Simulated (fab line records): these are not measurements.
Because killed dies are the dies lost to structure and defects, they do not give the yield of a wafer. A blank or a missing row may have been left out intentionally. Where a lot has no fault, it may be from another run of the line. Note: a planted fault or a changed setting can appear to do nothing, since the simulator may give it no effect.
Split-lot study ; flow sky130 ; on a route of 708 steps: 5 lots, 23 wafers read

ABOUT THE SPLIT
At SKY_CONTACT_SPUTTER_23 (material TiN, target thk 20 nm, time 80 s), the setting chamber-pressure-pa was moved away from the recipe's 5 Pa on 15 of the 23 wafers read, by -7.7% to +11.3%. This setting was run at the recipe's value on the other wafers.

The reading is taken at the split's own step.

THE READING
TiN_of_CONTACT_SPUTTER_23.thk-nm (the simulator's own value, which no gauge read), in nm, at SKY_CONTACT_SPUTTER_23 (material TiN, target thk 20 nm, time 80 s). There is no usual value for it anywhere in the file. Here, 8 wafers ran the recipe; their average is 19.92 nm with a standard deviation of 0.19 nm.

wafer;tool, chamber at the split;chamber-pressure-pa as run, Pa;against the recipe;TiN_of_CONTACT_SPUTTER_23.thk-nm, nm;against lot-mates on the recipe
L077.1;pvd-sputter-04, -;5;recipe;20.18;-
L077.4;pvd-sputter-04, -;5;recipe;20.06;-
L077.5;pvd-sputter-04, -;5;recipe;20.14;-
L079.1;pvd-sputter-04, -;5.273;+5.5%;19.26;no lot-mate on the recipe
L079.2;pvd-sputter-04, -;5.273;+5.5%;18.99;no lot-mate on the recipe
L079.4;pvd-sputter-04, -;5.273;+5.5%;19.34;no lot-mate on the recipe
L079.5;pvd-sputter-04, -;5.273;+5.5%;18.95;no lot-mate on the recipe
L079.6;pvd-sputter-04, -;5.273;+5.5%;19.18;no lot-mate on the recipe
L082.1;pvd-sputter-04, -;4.617;-7.7%;21.19;no lot-mate on the recipe
L082.2;pvd-sputter-04, -;4.617;-7.7%;21.24;no lot-mate on the recipe
L082.4;pvd-sputter-04, -;4.617;-7.7%;20.83;no lot-mate on the recipe
L082.5;pvd-sputter-04, -;4.617;-7.7%;20.85;no lot-mate on the recipe
L082.6;pvd-sputter-04, -;4.617;-7.7%;21.06;no lot-mate on the recipe
L083.1;pvd-sputter-03, -;5.566;+11.3%;17.91;no lot-mate on the recipe
L083.2;pvd-sputter-03, -;5.566;+11.3%;18.43;no lot-mate on the recipe
L083.3;pvd-sputter-03, -;5.566;+11.3%;18.1;no lot-mate on the recipe
L083.4;pvd-sputter-03, -;5.566;+11.3%;18.14;no lot-mate on the recipe
L083.6;pvd-sputter-03, -;5.566;+11.3%;18.3;no lot-mate on the recipe
L085.1;pvd-sputter-04, -;5;recipe;19.71;-
L085.2;pvd-sputter-04, -;5;recipe;19.72;-
L085.4;pvd-sputter-04, -;5;recipe;19.97;-
L085.5;pvd-sputter-04, -;5;recipe;19.93;-
L085.6;pvd-sputter-04, -;5;recipe;19.65;-

THE FIT
A straight line over all 23 wafers: TiN_of_CONTACT_SPUTTER_23.thk-nm changes by -0.15 nm for each +1% of chamber-pressure-pa; r = -0.98; the points scatter about the line by 0.19 nm.
Too few moved wafers have a lot-mate on the recipe to fit a line with each lot's own level taken away.

THE FILE'S OWN FIT
TiN_of_CONTACT_SPUTTER_23.thk-nm changes by -0.15 nm for each +1% of chamber-pressure-pa, r = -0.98.
